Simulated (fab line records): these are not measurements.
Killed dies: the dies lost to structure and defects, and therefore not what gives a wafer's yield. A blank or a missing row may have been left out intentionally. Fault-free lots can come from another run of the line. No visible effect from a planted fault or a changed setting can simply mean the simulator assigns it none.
Which of the tools did it? || flow gf180mcu || 33 wafers from 11 lots sampled at 3 of the route's 602 steps

WHAT THE GAUGES SHOWED, per wafer
GF_V1_RS_MEAS_24: a four-point-probe measurement.
{"lot": "L767", "measured": "day 17 20:53", "on": "filmMetro-04", "V1_W_RS (ohm/sq)": "0.326 0.332 0.326"}
{"lot": "L769", "measured": "day 18 12:49", "on": "filmMetro-02", "V1_W_RS (ohm/sq)": "0.328 0.335 0.324"}
{"lot": "L771", "measured": "day 19 17:48", "on": "filmMetro-03", "V1_W_RS (ohm/sq)": "0.324 0.335 0.329"}
{"lot": "L772", "measured": "day 20 14:16", "on": "filmMetro-03", "V1_W_RS (ohm/sq)": "0.333 0.332 0.331"}
{"lot": "L775", "measured": "day 21 14:49", "on": "filmMetro-04", "V1_W_RS (ohm/sq)": "0.333 0.330 0.332"}
{"lot": "L777", "measured": "day 22 13:24", "on": "filmMetro-02", "V1_W_RS (ohm/sq)": "0.329 0.332 0.324"}
{"lot": "L778", "measured": "day 22 16:01", "on": "filmMetro-03", "V1_W_RS (ohm/sq)": "0.334 0.329 0.330"}
{"lot": "L780", "measured": "day 23 03:38", "on": "filmMetro-04", "V1_W_RS (ohm/sq)": "0.325 0.328 0.325"}
{"lot": "L783", "measured": "day 24 08:30", "on": "filmMetro-03", "V1_W_RS (ohm/sq)": "0.330 0.323 0.238"}
{"lot": "L784", "measured": "day 24 09:05", "on": "filmMetro-04", "V1_W_RS (ohm/sq)": "0.331 0.324 0.325"}
{"lot": "L790", "measured": "day 26 03:56", "on": "filmMetro-02", "V1_W_RS (ohm/sq)": "0.335 0.328 0.333"}

WHICH TOOL RAN EACH LOT (tool, then ch and the chambers of the sampled wafers, then the start)
{"lot": "L767", "GF_SALICIDE_RTA_06": "rtpAnneal-01 ch 0, day 14 20:29", "GF_V1_CVD_23": "cvdW-01 ch 0,1, day 17 20:45"}
{"lot": "L769", "GF_SALICIDE_RTA_06": "rtpAnneal-02 ch 0, day 15 12:01", "GF_V1_CVD_23": "cvdW-01 ch 0,1, day 18 12:41"}
{"lot": "L771", "GF_SALICIDE_RTA_06": "rtpAnneal-02 ch 0, day 16 14:27", "GF_V1_CVD_23": "cvdW-01 ch 0,1, day 19 17:41"}
{"lot": "L772", "GF_SALICIDE_RTA_06": "rtpAnneal-02 ch 0, day 17 10:25", "GF_V1_CVD_23": "cvdW-01 ch 0, day 20 14:08"}
{"lot": "L775", "GF_SALICIDE_RTA_06": "rtpAnneal-01 ch 0, day 18 10:22", "GF_V1_CVD_23": "cvdW-01 ch 0,1, day 21 14:41"}
{"lot": "L777", "GF_SALICIDE_RTA_06": "rtpAnneal-01 ch 0, day 19 07:47", "GF_V1_CVD_23": "cvdW-02 ch 0,1, day 22 13:16"}
{"lot": "L778", "GF_SALICIDE_RTA_06": "rtpAnneal-02 ch 0, day 19 11:22", "GF_V1_CVD_23": "cvdW-01 ch 0,1, day 22 15:54"}
{"lot": "L780", "GF_SALICIDE_RTA_06": "rtpAnneal-02 ch 0, day 19 22:58", "GF_V1_CVD_23": "cvdW-02 ch 0,1, day 23 03:25"}
{"lot": "L783", "GF_SALICIDE_RTA_06": "rtpAnneal-01 ch 0, day 21 05:22", "GF_V1_CVD_23": "cvdW-01 ch 0,1, day 24 08:22"}
{"lot": "L784", "GF_SALICIDE_RTA_06": "rtpAnneal-01 ch 0, day 21 06:02", "GF_V1_CVD_23": "cvdW-02 ch 0,1, day 24 08:59"}
{"lot": "L790", "GF_SALICIDE_RTA_06": "rtpAnneal-01 ch 0, day 23 06:23", "GF_V1_CVD_23": "cvdW-02 ch 0,1, day 26 03:49"}
- GF_SALICIDE_RTA_06: time 30 s.
- GF_V1_CVD_23: deposits W, target thk 350 nm, time 105.05 s.

THE ANSWER, worked out from the rows above alone
Rule: the lots themselves supply what counts as usual. The widest of any qualifying gaps counts: lots, ordered by their means at a reading, are off when they make up no more than a third of the lots, leave a main group of 4 or more, and stand apart from it by 3 or more times the standard deviation of that group's means. A main group is skipped when, at the precision printed for the reading in the tables above, its means are all equal. Also off: a lot with no number at a reading for which 4 or more lots have one. The other lots that the step has rows for count as sound.
Off: L783, at GF_V1_RS_MEAS_24 (V1_W_RS). The main group has a mean of 0.329 ohm/sq with a standard deviation of 0.0021.
A tool fits if, at a process step before that reading, it ran every lot that is off, and no sound lot after the first of them. Gauges at GF_V1_RS_MEAS_24: tried the same way as those tools. Undecided on this evidence; 2 tools fit (cvdW-01 at GF_V1_CVD_23, filmMetro-03 at GF_V1_RS_MEAS_24).

WHAT THE SIMULATOR PUT IN
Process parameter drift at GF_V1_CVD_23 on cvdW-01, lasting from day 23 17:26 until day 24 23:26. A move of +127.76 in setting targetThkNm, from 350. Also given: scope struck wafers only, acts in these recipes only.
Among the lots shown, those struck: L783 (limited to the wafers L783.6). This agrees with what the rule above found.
